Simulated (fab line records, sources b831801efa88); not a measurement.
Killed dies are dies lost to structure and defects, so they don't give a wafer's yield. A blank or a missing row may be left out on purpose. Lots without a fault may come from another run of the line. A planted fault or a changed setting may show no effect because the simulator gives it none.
One fault seen from 2 desks | flow gf180mcu | each desk has only its own numbers; what lay behind them comes last

THE TOOL OWNER'S DESK: pecvd-04
The tool's own readings at GF_PASSIVATION_CVD_02 (deposits Si3N4, target thk 700 nm, time 486.18 s): means of the sampled wafers that have a number, for each lot that ran on this tool. A lot is out of limits, marked OUT, if its mean lies more than 4 standard deviations from the usual mean; the brackets give that distance.
Columns: A = heater_power_w at GF_PASSIVATION_CVD_02, usual 725 W; B = susceptor_temp_C at GF_PASSIVATION_CVD_02, usual 399.95 C
lot  | first seen here | A   | B
L463 | day 28 23:12    | 682 | 399.89
L470 | day 30 22:33    | 722 | 400.00
L473 | day 31 20:27    | 704 | 399.85
L477 | day 32 22:22    | 642 | 399.82
L478 | day 33 01:06    | 715 | 400.04
This desk's finding: nothing out of limits on any of the 5 lots.

THE METROLOGY DESK
What the gauges read, lot by lot, whatever tool the lot ran on: means of the sampled wafers that have a number. A lot is out of limits, marked OUT, if its mean lies more than 4 standard deviations from the usual mean; the brackets give that distance.
Columns: A = cd_nm at GF_M4_CD_MEAS_14, usual 280.0 nm; B = PASSIVATION_CVD_02_THK at GF_PASSIVATION_THK_MEAS_03, usual 701 nm
lot  | first seen here | A     | B
L463 | day 24 06:26    | 279.0 | 697
L468 | day 26 01:43    | 280.3 | 700
L469 | day 26 08:37    | 280.6 | 706
L470 | day 26 15:40    | 281.2 | 703
L471 | day 27 04:29    | 277.9 | 700
L472 | day 27 06:11    | 280.1 | 697
L473 | day 27 15:26    | 281.7 | 696
L477 | day 28 18:09    | 281.5 | 710
L478 | day 28 23:45    | 278.8 | 725
L481 | day 29 19:46    | 278.9 | 703
L482 | day 30 01:11    | 280.5 | 711
L483 | day 30 06:52    | 280.7 | 701
This desk's finding: nothing out of limits on any of the 12 lots.

PUT TOGETHER
The tool owner's desk saw nothing out of limits.
The metrology desk saw nothing out of limits.

WHAT THE SIMULATOR HAD PUT IN
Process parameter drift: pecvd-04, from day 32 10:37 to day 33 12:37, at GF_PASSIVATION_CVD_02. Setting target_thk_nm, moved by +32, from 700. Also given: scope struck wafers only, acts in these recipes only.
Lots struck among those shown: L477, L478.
